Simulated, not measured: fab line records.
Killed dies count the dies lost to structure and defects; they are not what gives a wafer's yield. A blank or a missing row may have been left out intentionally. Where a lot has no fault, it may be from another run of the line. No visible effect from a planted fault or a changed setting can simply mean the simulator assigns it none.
Which tool is to blame?	flow gf180mcu	6 lots with 18 wafers sampled at 2 steps, on a route of 602 steps

WHAT EACH GAUGE READ, for each wafer
GF_VT_IMPLANT_RS_MEAS_47: measurement is done with a four-point probe.
lot	measured	on	NWELL_RS (ohm/sq)
L564	day 7 20:56	film_metro-03	489.2 490.0 488.8
L569	day 9 04:14	film_metro-03	485.9 486.1 484.8
L573	day 10 07:20	film_metro-01	487.1 486.3 486.4
L576	day 11 02:38	film_metro-01	488.8 487.7 487.3
L578	day 11 18:23	film_metro-03	513.8 515.3 512.6
L586	day 13 22:20	film_metro-04	488.7 487.7 487.0

WHAT TOOL EACH LOT RAN ON (gives the tool, then ch and the chambers of the sampled wafers, and finally the start)
lot	GF_NWELL_IMPLANT_09
L564	implanter-02 ch 0, day 3 12:46
L569	implanter-04 ch 0, day 4 15:46
L573	implanter-04 ch 0, day 5 12:40
L576	implanter-04 ch 0, day 6 04:58
L578	implanter-03 ch 0, day 6 18:01
L586	implanter-04 ch 0, day 8 12:52
- GF_NWELL_IMPLANT_09

THE ANSWER, worked out from the rows above alone
Rule: what is usual is taken from the lots themselves. The widest of any qualifying gaps counts: lots, ordered by their means at a reading, are off when they make up no more than a third of the lots, leave a main group of 4 or more, and stand apart from it by 3 or more times the standard deviation of that group's means. A main group whose means are all the same, to the digits that the tables above print for the reading, isn't used. A lot without any number at a reading at which 4 lots or more have one is off too. Any other lot the step has rows for is counted as sound.
Off: at GF_VT_IMPLANT_RS_MEAS_47 (NWELL_RS), L578. For the main group the mean is 487.5 ohm/sq and the standard deviation 1.3.
If a tool, at a process step before that reading, ran all the lots that are off and no sound lot after the first of them, it fits. Gauges at GF_VT_IMPLANT_RS_MEAS_47: tried the same way as those tools. Undecided on this evidence; 2 tools fit (implanter-03 at GF_NWELL_IMPLANT_09, film_metro-03 at GF_VT_IMPLANT_RS_MEAS_47).

WHAT HAD BEEN PUT IN BY THE SIMULATOR
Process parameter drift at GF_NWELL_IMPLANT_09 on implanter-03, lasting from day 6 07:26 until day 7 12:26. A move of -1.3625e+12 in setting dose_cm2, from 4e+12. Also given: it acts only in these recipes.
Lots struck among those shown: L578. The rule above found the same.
